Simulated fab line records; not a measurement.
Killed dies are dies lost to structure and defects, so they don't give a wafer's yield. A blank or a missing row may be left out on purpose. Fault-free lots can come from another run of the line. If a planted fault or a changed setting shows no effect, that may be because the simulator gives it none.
A lot that was struck, set against a sound lot ; flow gf180mcu ; 27 steps out of a route of 602
Sound: wafers L202.1, L202.3, L202.6. Wafers struck: L190.3, L190.4, L190.5. The cause is named last.
Order at every step that has rows: each side's tool, ch and its chambers, its first start. Under that, the readings that differ: sound wafers ; struck wafers ; difference of the means ; sigmas: that difference in standard deviations of wafers without a fault.
alike: readings whose means differ by less than 2 such deviations, and words and numbers that are the same on both sides. not compared: withheld readings, readings that some wafer has no value for, bounds like >300 that may hide the same value, and numbers for which the record gives no deviation and whose values overlap.
A row with sigmas, a row that says differs or no value, or rows on one side alone: a step with any of these is where the two part. Non-overlapping numbers with no deviation appear without sigmas and do not part them. A reading that every wafer of one side lacks parts them only if that side has two wafers or more.

GF_NWELL_STRIP_10: strips in O2/N2.
  sound on plasma_asher-01 ch 0,1, day 7 20:07; struck on plasma_asher-04 ch 0,1, day 5 00:25
  alike: chamber_pressure_mTorr, drypump_motor_current_A, heater_power_w, oes_product_au, strip_time_to_endpoint_s
  not compared: rf_hours_counter_h
GF_NWELL_TW_MEAS_11:
  sound: film_metro-02 at day 7 20:13; struck: film_metro-01 at day 5 00:29
  alike: NWELL_TW
then, 7 steps without rows for these wafers: GF_LVPWELL_DEHYDRATE_00 (time 60 s); GF_LVPWELL_HMDS_01 (prime time 60 s); GF_LVPWELL_COAT_02 (resist thk 3000 nm); GF_LVPWELL_SOFTBAKE_03; GF_LVPWELL_EXPOSE_04 (exposes mask LVPWELL, target cd 600 nm); GF_LVPWELL_PEB_05; GF_LVPWELL_DEVELOP_06 (develop time 60 s).
GF_LVPWELL_OVL_MEAS_07:
  sound: overlay-02 at day 8 12:57; struck: overlay-02 at day 5 14:23
  alike: LVPWELL_OVL
then, 2 steps without rows for these wafers: GF_LVPWELL_IMPLANT_08; GF_LVPWELL_IMPLANT_09.
GF_LVPWELL_STRIP_10: strips in O2/N2.
  sound on plasma_asher-04 ch 0, day 8 13:17; struck on plasma_asher-01 ch 0,1, day 5 14:44
  no value came back on the struck wafers for any of 6 readings (chamber_pressure_mTorr (mTorr), drypump_motor_current_A (A) and others); on the sound wafers chamber_pressure_mTorr (mTorr) reads 1533.9 1539.6 1534.9
reading;sound;struck;difference;sigmas
model.coat_of_LVPWELL_COAT_02.thk_nm (nm);0 0 0;3002 2998 2996;+2999;
  not compared: rf_hours_counter_h
GF_LVPWELL_TW_MEAS_11:
  sound: film_metro-01 at day 8 13:23; struck: film_metro-02 at day 5 14:50
  alike: LVPWELL_TW
then, 7 steps without rows for these wafers: GF_MVSD_DEHYDRATE_00 (time 60 s); GF_MVSD_HMDS_01 (prime time 60 s); GF_MVSD_COAT_02 (resist thk 3000 nm); GF_MVSD_SOFTBAKE_03; GF_MVSD_EXPOSE_04 (exposes mask MVSD, target cd 1000 nm); GF_MVSD_PEB_05; GF_MVSD_DEVELOP_06 (develop time 60 s).
GF_MVSD_OVL_MEAS_07:
  sound: overlay-01 at day 9 06:29; struck: overlay-01 at day 6 04:21
  alike: MVSD_OVL
then, 2 steps without rows for these wafers: GF_MVSD_IMPLANT_08; GF_MVSD_IMPLANT_09.
GF_MVSD_STRIP_10: strips in O2/N2.
  sound on plasma_asher-02 ch 0, day 9 06:49; struck on plasma_asher-03 ch 0,1, day 6 04:43
reading;sound;struck;difference;sigmas
oes_product_au (a.u.);0.721 0.721 0.723;0.736 0.739 0.752;+0.021;+5
strip_time_to_endpoint_s (s);37.09 36.95 37.00;81.45 81.32 81.27;+44.33;+99 or more
  alike: chamber_pressure_mTorr, drypump_motor_current_A, heater_power_w
  not compared: rf_hours_counter_h
GF_MVSD_TW_MEAS_11:
  sound: film_metro-01 at day 9 06:55; struck: film_metro-01 at day 6 04:47
reading;sound;struck;difference;sigmas
MVSD_TW;1576 1589 1591;30 30 30;-1555;-99 or more
then, 1 step without rows for these wafers: GF_MVPSD_DEHYDRATE_00 (time 60 s).

WHERE THEY PART
Earliest at GF_LVPWELL_STRIP_10; latest, in this record, at GF_MVSD_TW_MEAS_11.

WHY: the cause the simulator had injected
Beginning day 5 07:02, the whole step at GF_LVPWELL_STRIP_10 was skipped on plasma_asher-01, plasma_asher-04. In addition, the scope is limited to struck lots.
